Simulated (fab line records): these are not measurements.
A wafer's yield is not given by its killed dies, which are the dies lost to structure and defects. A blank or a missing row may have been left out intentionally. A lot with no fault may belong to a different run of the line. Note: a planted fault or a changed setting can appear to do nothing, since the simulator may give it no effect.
Problem report, 8D (eight disciplines) form, completed by code    flow sky130    the parts of the form that need people (team, actions taken, sign-off) are left out

== 1. WHAT WENT WRONG ==
PWDE_RS at SKY_NWELL_RS_MEAS_31 reads a mean of 5504 ohm/sq on 3 wafers of 1 lot; wafers without a fault read 5274 ohm/sq with a standard deviation of 17. That is +14 standard deviations from the usual mean.
The step: measures by four-point-probe.
First observed at day 7 13:25: wafer L109.1, on film-metro-02. Wafers with a number at this step in the record: 33, from 11 lots. Rule for "out", or "out of limits": more than 4 standard deviations from the usual mean. Any other wafer with a number is counted as sound.

== 2. WHAT THIS IS AND IS NOT ==
question                     is                      is not
which readings at this step  PWDE_RS                 -
which lots                   L109                    L100, L101, L102, L104, L107, L108, L113, L118, L120, L123
which wafers of those lots   all that have a number  -
read on which gauges         film-metro-02           film-metro-03, film-metro-04
when                         from day 7 13:25        up to then (18 sound wafers); but 12 sound wafers of L113, L118, L120, L123 came after

== 3. SUSPECTS, AND WHAT RULES EACH OUT ==
Counting: any tool at a process step up to the reading is kept as a suspect provided that every lot that is out went through it and no sound lot did after the first of them.
- the gauge at SKY_NWELL_RS_MEAS_31: kept. All the wafers that are out were read on film-metro-02, and no step on other tools shows them out.
- cmp-02 at SKY_FIELD_ISO_CMP_27 (polishes, stops on Si3N4, t overpolish 16 s, target thk 457.8 nm): ruled out as a lasting fault. After its first lot that is out, L109 (day 4 08:42), sound lots L118 ran on it.
- implanter-02 at SKY_PWDE_IMPLANT_08: kept. It ran the lot that is out, L109 (day 5 22:49), and no sound lot after that; its last sound lot up to then is L104 (day 5 14:02).
After counting, implanter-02 at SKY_PWDE_IMPLANT_08 and film-metro-02 at SKY_NWELL_RS_MEAS_31 remain.

== 4. THE CAUSE (what the simulator had put in) ==
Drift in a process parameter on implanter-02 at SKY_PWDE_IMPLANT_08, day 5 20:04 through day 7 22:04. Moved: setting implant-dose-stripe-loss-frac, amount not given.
Of the 2 suspects that counting leaves, this tool is one.

== 5. THE EFFECT CHAIN, in route order ==
One row per reading whose mean, taken over the struck wafers that have a number, lies over 3 standard deviations from the usual. Only readings for which the record gives a usual standard deviation are gone through. hours: the time from each lot's start at the first step in this table that gives one to its start at this step, as a median over the lots. sigmas: the change in usual standard deviations.
hours  step                  reading  usual        on struck wafers  change  sigmas
0      SKY_NWELL_RS_MEAS_31  PWDE_RS  5274 ohm/sq  5504              +230    +14

== 6. WHAT WOULD HAVE CAUGHT IT SOONER ==
The first out-of-limits reading at a measuring or inspecting step in this record came at day 7 13:25, 41 hours after the fault's start at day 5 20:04.
Tool readings at SKY_PWDE_IMPLANT_08 with a usual standard deviation given in the record: none out on any struck wafer, hence no alarm at a limit of 4 standard deviations on them.
The start of SKY_PWDE_IMPLANT_08 on implanter-02 came by day 7 13:25 for every one of the lots that are out (1). Tool hold at that time: it would have spared none of them.
